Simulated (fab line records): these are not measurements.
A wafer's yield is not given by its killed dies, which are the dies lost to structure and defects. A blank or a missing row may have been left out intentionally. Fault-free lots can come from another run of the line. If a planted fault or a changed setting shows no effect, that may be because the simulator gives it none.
A lot that was struck, set against a sound lot + flow sky130 + 22 out of 708 route steps
Sound: the wafers L883.1, L883.4, L883.5. Wafers struck: L891.3, L891.4, L891.5. The cause is given at the end.
For every step that has rows: the tool of each side, followed by ch and its chambers, followed by its first start. Under that, the readings that differ: sound wafers + struck wafers + difference of the means + sigmas: that difference in standard deviations of wafers without a fault.
alike: a reading whose means differ by less than 2 such deviations, as well as words and numbers matching on both sides. not compared: withheld readings; readings where some wafer has no value; bounds like >300 that might hide an equal value; numbers whose values overlap and for which the record gives no deviation.
Wherever a step has rows on one side only, a row that says differs or no value, or a row with sigmas, the two part there. When numbers do not overlap yet have no deviation, they are printed without sigmas and do not part them. Lack of a reading on every wafer of one side parts them only where that side has two or more wafers.

first, 4 steps without rows for these wafers: SKY_RES_PROTECT_EXPOSE_04 (exposes mask RPM, target cd 1270 nm); SKY_RES_PROTECT_PEB_05; SKY_RES_PROTECT_DEVELOP_06 (develop time 60 s); SKY_POLY_GATE_IMPLANT_02.
SKY_RES_PROTECT_STRIP_07: strips in O2/N2.
  sound on plasma_asher-01 ch 0, day 18 13:37; struck on plasma_asher-03 ch 0,1, day 21 08:48
  alike: chamber_pressure_mTorr, drypump_motor_current_A, oes_product_au, strip_time_to_endpoint_s
  not compared: rf_hours_counter_h
SKY_RES_PROTECT_TW_MEAS_08:
  sound on film_metro-04, day 18 13:43; struck on film_metro-02, day 21 08:53
  alike: POLY_GATE_TW
then, 2 steps without rows for these wafers: SKY_RES_PROTECT_CLEAN_09 (cleans in SC1/SC2, time 150 s); SKY_POLY_GATE_CVD_03 (deposits Si3N4 from DCS/NH3, target thk 75 nm, time 1290 s).
SKY_POLY_GATE_THK_MEAS_04:
  sound on film_metro-04, day 18 17:11; struck on film_metro-03, day 21 10:24
| reading                   | sound          | struck         | difference | sigmas |
|---------------------------|----------------|----------------|------------|--------|
| POLY_GATE_CVD_03_THK (nm) | 74.6 75.2 75.2 | 76.6 76.3 76.4 | +1.4       | +2     |
then, 3 steps without rows for these wafers: SKY_POLY_GATE_DEHYDRATE_05 (time 60 s); SKY_POLY_GATE_HMDS_06 (prime time 60 s); SKY_POLY_GATE_COAT_07 (resist thk 108.9 nm).
SKY_POLY_GATE_COAT_08: resist thk 450 nm.
  sound on litho_track-03 ch 0, day 19 08:00; struck on litho_track-03 ch 0, day 22 01:00
| reading                                          | sound                | struck               | difference | sigmas |
|--------------------------------------------------|----------------------|----------------------|------------|--------|
| spin_speed_rpm (rpm)                             | 3001.3 2999.0 2999.9 | 2942.8 2945.8 2944.1 | -55.8      | -31    |
| model.KrF-thick_of_POLY_GATE_COAT_08.thk_nm (nm) | 449 449.9 451.9      | 454.9 456.2 454      | +4.8       |        |
  alike: exhaust_pa
then, 4 steps without rows for these wafers: SKY_POLY_GATE_SOFTBAKE_09 (time 90 s); SKY_POLY_GATE_EXPOSE_10 (exposes mask P1M, target cd 150 nm); SKY_POLY_GATE_PEB_11; SKY_POLY_GATE_DEVELOP_12 (develop time 60 s).
SKY_POLY_GATE_CD_MEAS_13 targets a cd of 150 nm.
  sound on cd_sem-01, day 19 23:55; struck on cd_sem-01, day 22 16:06
  alike: cd_nm
SKY_POLY_GATE_OVL_MEAS_14:
  sound on overlay-02, day 20 00:02; struck on overlay-01, day 22 16:12
  alike: POLY_GATE_OVL
SKY_POLY_GATE_ETCH_15: etches BARC in N2/H2, stops on SiO2, time 118.5 s, target depth 110 nm.
  sound on rie_diel-01 ch 1,3, day 20 00:04; struck on rie_diel-01 ch 0,2,3, day 22 16:13
| reading                                          | sound             | struck            | difference | sigmas |
|--------------------------------------------------|-------------------|-------------------|------------|--------|
| model.KrF-thick_of_POLY_GATE_COAT_08.thk_nm (nm) | 346.9 347.9 346.5 | 349.6 350.4 349.5 | +2.7       |        |
  alike: chamber_pressure_mTorr, drypump_motor_current_A, oes_product_au, throttle_valve_pct
  not compared: rf_hours_counter_h
SKY_POLY_GATE_ETCH_16: etches Si3N4 in CH3F/O2, stops on poly-Si, time 152.6 s, target depth 75 nm.
  sound on rie_diel-01 ch 1,3, day 20 00:09; struck on rie_diel-01 ch 0,2,3, day 22 16:18
  alike: chamber_pressure_mTorr, drypump_motor_current_A, oes_product_au, throttle_valve_pct
  not compared: rf_hours_counter_h
-- the record jumps here: 27 days lie between the struck wafers' starts before and after (it left off in module POLY_GATE and takes up again in module PAD_OPEN, whose first step shown is number 708 of the route) --
SKY_PAD_OPEN_PROBE_99:
  sound on prober-01, day 48 05:47; struck on prober-02, day 49 22:53
  alike: killed_at_M0_to_M3, killed_at_M4_up, killed_at_contacts, killed_at_front_end, killed_at_other, killed_dies, killed_open, killed_short

== WHERE THEY PART ==
Last at SKY_POLY_GATE_COAT_08 as far as this record goes, first at SKY_POLY_GATE_THK_MEAS_04. Later steps at which nothing parts them and some readings are alike: SKY_POLY_GATE_CD_MEAS_13, SKY_POLY_GATE_OVL_MEAS_14, SKY_POLY_GATE_ETCH_15, SKY_POLY_GATE_ETCH_16, SKY_PAD_OPEN_PROBE_99.

WHY: whatever the simulator had introduced
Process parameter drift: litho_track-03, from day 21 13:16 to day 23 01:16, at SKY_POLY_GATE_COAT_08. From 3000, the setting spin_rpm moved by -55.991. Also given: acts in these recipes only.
